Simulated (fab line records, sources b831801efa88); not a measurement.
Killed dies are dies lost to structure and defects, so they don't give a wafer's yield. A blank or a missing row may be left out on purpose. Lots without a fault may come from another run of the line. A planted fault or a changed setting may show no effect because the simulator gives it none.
Which tool did it? | flow gf180mcu | 12 lots, 36 wafers sampled, at 5 steps of a route of 602

WHAT THE GAUGES READ, wafer by wafer
GF_DUAL_GATE_THK_MEAS_03.
lot  | measured     | on            | DUAL_GATE_OXIDATION_00_THK (nm)
L830 | day 7 17:34  | film_metro-01 | 10.96 11.01 11.08
L831 | day 8 00:06  | film_metro-01 | 10.78 11.03 10.94
L832 | day 8 03:06  | film_metro-01 | 10.67 10.74 10.68
L833 | day 8 13:02  | film_metro-01 | 10.71 10.72 10.58
L835 | day 9 07:17  | film_metro-03 | 10.92 10.79 10.77
L838 | day 9 22:32  | film_metro-03 | 10.96 11.02 11.03
L841 | day 10 21:32 | film_metro-04 | 10.74 10.85 10.69
L842 | day 11 06:03 | film_metro-01 | 10.90 10.97 11.12
L846 | day 12 05:04 | film_metro-01 | 10.95 11.14 11.06
L847 | day 12 10:58 | film_metro-04 | 17.26 17.36 17.43
L848 | day 12 18:58 | film_metro-01 | 17.56 17.49 17.58
L850 | day 13 08:13 | film_metro-01 | 10.94 10.83 11.14

GF_SAB_OVL_MEAS_10.
lot  | measured     | on         | SAB_OVL (nm)
L830 | day 15 04:37 | overlay-02 | -0.3 -1.7 -1.2
L831 | day 15 13:46 | overlay-02 | -2.1 -2.3 -3.5
L832 | day 15 20:13 | overlay-01 | -0.6 -1.7 -1.0
L833 | day 16 20:34 | overlay-02 | 0.7 1.0 -0.6
L835 | day 17 07:43 | overlay-01 | 0.6 -0.7 0.3
L838 | day 18 00:52 | overlay-02 | 1.2 0.7 2.1
L841 | day 19 10:13 | overlay-01 | 1.6 1.4 -1.8
L842 | day 19 19:05 | overlay-01 | -2.3 0.0 -0.8
L846 | day 20 23:37 | overlay-02 | -1.5 -0.5 -1.8
L847 | day 21 06:40 | overlay-01 | 0.7 -0.6 0.6
L848 | day 21 14:01 | overlay-01 | -0.6 0.0 -0.3
L850 | day 22 08:52 | overlay-01 | -0.2 1.0 0.0

GF_V1_THK_MEAS_01.
lot  | measured     | on            | V1_CVD_00_THK (nm)
L830 | day 17 04:44 | film_metro-03 | 605 600 607
L831 | day 17 14:25 | film_metro-04 | 595 601 597
L832 | day 17 20:33 | film_metro-03 | 591 599 594
L833 | day 18 20:56 | film_metro-03 | 593 600 596
L835 | day 19 09:18 | film_metro-01 | 607 591 600
L838 | day 20 05:25 | film_metro-01 | 601 599 602
L841 | day 21 14:43 | film_metro-03 | 595 586 589
L842 | day 21 23:43 | film_metro-03 | 596 602 607
L846 | day 23 02:36 | film_metro-01 | 599 600 600
L847 | day 23 10:16 | film_metro-01 | 607 590 602
L848 | day 23 15:25 | film_metro-01 | 597 597 600
L850 | day 24 10:08 | film_metro-01 | 593 596 591

WHICH TOOL RAN EACH LOT (tool, then ch and the chambers of the sampled wafers, then the start)
lot  | GF_DUAL_GATE_OXIDATION_02     | GF_M1_STRIP_17
L830 | furnace-02 ch 0, day 7 16:08  | plasma_asher-03 ch 0,1, day 17 04:07
L831 | furnace-02 ch 0, day 7 22:31  | plasma_asher-02 ch 0,1, day 17 13:45
L832 | furnace-01 ch 0, day 8 01:39  | plasma_asher-03 ch 0, day 17 19:54
L833 | furnace-02 ch 0, day 8 11:35  | plasma_asher-03 ch 0,1, day 18 20:20
L835 | furnace-02 ch 0, day 9 05:50  | plasma_asher-02 ch 0,1, day 19 08:41
L838 | furnace-01 ch 0, day 9 21:04  | plasma_asher-03 ch 0,1, day 20 04:49
L841 | furnace-02 ch 0, day 10 20:06 | plasma_asher-03 ch 0,1, day 21 14:05
L842 | furnace-02 ch 0, day 11 04:36 | plasma_asher-03 ch 0,1, day 21 22:46
L846 | furnace-01 ch 0, day 12 03:36 | plasma_asher-03 ch 0,1, day 23 02:00
L847 | furnace-02 ch 0, day 12 09:31 | plasma_asher-03 ch 0,1, day 23 09:39
L848 | furnace-02 ch 0, day 12 17:31 | plasma_asher-03 ch 0,1, day 23 14:48
L850 | furnace-01 ch 0, day 13 06:46 | plasma_asher-03 ch 0,1, day 24 09:32
- GF_DUAL_GATE_OXIDATION_02: stabilise 600 s, purge 300 s, target thk 10.887 nm.
- GF_M1_STRIP_17: strips in O2/N2.

WHAT THE TOOLS THEMSELVES READ (means of the sampled wafers that have a number; where no wafer has one, the mark that the record gives instead)
GF_DUAL_GATE_OXIDATION_02.
lot  | tool       | spike_tc_bottom_C (C) | spike_tc_centre_C (C) | spike_tc_lower_C (C) | spike_tc_top_C (C) | spike_tc_upper_C (C) | tube_center_temp_C (C) | tube_center_temp_C_max | zone_power_bottom_pct (%) | zone_power_upper_pct (%)
L830 | furnace-02 | 918.5                 | 900.9                 | 901.2                | 912.3              | 900.4                | 899.94                 | 902.3                  | 29.0                      | 18.3
L831 | furnace-02 | 918.9                 | 901.9                 | 901.7                | 911.5              | 900.1                | 900.02                 | 902.4                  | 29.1                      | 18.5
L832 | furnace-01 | 920.0                 | 902.4                 | 902.7                | 911.6              | 900.4                | 899.99                 | 902.2                  | 29.1                      | 17.6
L833 | furnace-02 | 918.1                 | 901.6                 | 901.0                | 910.6              | 899.6                | 900.03                 | 902.6                  | 29.1                      | 18.5
L835 | furnace-02 | 918.5                 | 902.5                 | 901.3                | 912.1              | 899.8                | 899.96                 | 902.3                  | 29.3                      | 18.4
L838 | furnace-01 | 920.0                 | 902.7                 | 900.9                | 911.7              | 899.2                | 899.96                 | 902.4                  | 28.9                      | 17.6
L841 | furnace-02 | 918.8                 | 901.8                 | 901.1                | 912.0              | 899.8                | 899.98                 | 902.3                  | 29.1                      | 18.3
L842 | furnace-02 | 919.3                 | 901.8                 | 900.7                | 911.5              | 900.6                | 899.98                 | 902.1                  | 29.3                      | 18.4
L846 | furnace-01 | 919.1                 | 902.7                 | 901.1                | 912.9              | 899.6                | 899.92                 | 902.3                  | 29.0                      | 17.7
L847 | furnace-02 | 963.8                 | 947.3                 | 945.8                | 957.2              | 944.2                | 945.34                 | 947.9                  | 33.0                      | 20.5
L848 | furnace-02 | 965.1                 | 947.8                 | 946.2                | 957.1              | 945.2                | 945.41                 | 948.1                  | 32.4                      | 20.6
L850 | furnace-01 | 918.8                 | 901.9                 | 901.1                | 912.2              | 900.2                | 900.04                 | 902.3                  | 29.2                      | 17.6

GF_M1_STRIP_17.
lot  | tool            | drypump_motor_current_A (A) | heater_power_w (W) | oes_product_au (a.u.) | strip_time_to_endpoint_s (s)
L830 | plasma_asher-03 | 6.01                        | 298                | 0.557                 | 7.83
L831 | plasma_asher-02 | 5.88                        | 280                | 0.555                 | 7.85
L832 | plasma_asher-03 | 5.74                        | 262                | 0.552                 | 7.87
L833 | plasma_asher-03 | 5.98                        | 306                | 0.561                 | 7.89
L835 | plasma_asher-02 | 5.88                        | 286                | 0.559                 | 7.89
L838 | plasma_asher-03 | 5.99                        | 297                | 0.553                 | 7.88
L841 | plasma_asher-03 | 5.86                        | 276                | 0.558                 | 7.95
L842 | plasma_asher-03 | 5.88                        | 274                | 0.559                 | 7.91
L846 | plasma_asher-03 | 5.88                        | 281                | 0.554                 | 7.77
L847 | plasma_asher-03 | 5.87                        | 283                | 0.558                 | 7.92
L848 | plasma_asher-03 | 5.87                        | 279                | 0.558                 | 7.79
L850 | plasma_asher-03 | 6.00                        | 295                | 0.561                 | 7.83

THE ANSWER, worked out from the rows above alone
Rule: what is usual is taken from the lots themselves. Put in order of their means at a reading, lots are off if they are a third of the lots or fewer, leave a main group of 4 or more, and stand apart from it by a gap of 3 or more times the standard deviation of the main group's means; of several such gaps the widest counts. A main group whose means are all the same, to the digits that the tables above print for the reading, isn't used. A lot without any number at a reading at which 4 lots or more have one is off too. The other lots that the step has rows for count as sound. The gauges are gone through in route order, then the tools' own readings, and for those a lot's mean is taken as printed above. The first step at which some lot is off is used, and at that step the reading that is off furthest; a lot without a number counts as furthest.
Off: L847, L848, at GF_DUAL_GATE_THK_MEAS_03 (DUAL_GATE_OXIDATION_00_THK). The main group: mean 10.89 nm, standard deviation 0.13.
A tool fits if, at a process step before that reading, it ran every lot that is off, and no sound lot after the first of them. The gauges at GF_DUAL_GATE_THK_MEAS_03 aren't tried: what is off there is off at GF_DUAL_GATE_OXIDATION_02 too, on other tools, and a gauge's error can't cause that. One fits: furnace-02 at GF_DUAL_GATE_OXIDATION_02. Its last sound lot is L842 (day 11 04:36), its first lot that is off L847 (day 12 09:31): a fault that began between those two fits.
The tool's own readings at GF_DUAL_GATE_OXIDATION_02 bear it out: on the lots that are off they differ by more than 5 times the standard deviation of the sound lots' means. spike_tc_bottom_C reads 964.5 C there against 919.0 C on the sound lots; spike_tc_centre_C reads 947.5 C there against 902.0 C on the sound lots; spike_tc_lower_C reads 946.0 C there against 901.3 C on the sound lots; spike_tc_top_C reads 957.2 C there against 911.8 C on the sound lots; spike_tc_upper_C reads 944.7 C there against 900.0 C on the sound lots; tube_center_temp_C reads 945.38 C there against 899.98 C on the sound lots; tube_center_temp_C_max reads 948.0 there against 902.3 on the sound lots; zone_power_bottom_pct reads 32.7 % there against 29.1 % on the sound lots; zone_power_upper_pct reads 20.6 % there against 18.1 % on the sound lots.

WHAT THE SIMULATOR HAD PUT IN
Process parameter drift: furnace-02, from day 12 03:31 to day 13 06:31, at GF_DUAL_GATE_OXIDATION_02. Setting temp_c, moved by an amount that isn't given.
Lots struck among those shown: L847, L848. The rule above found the same.
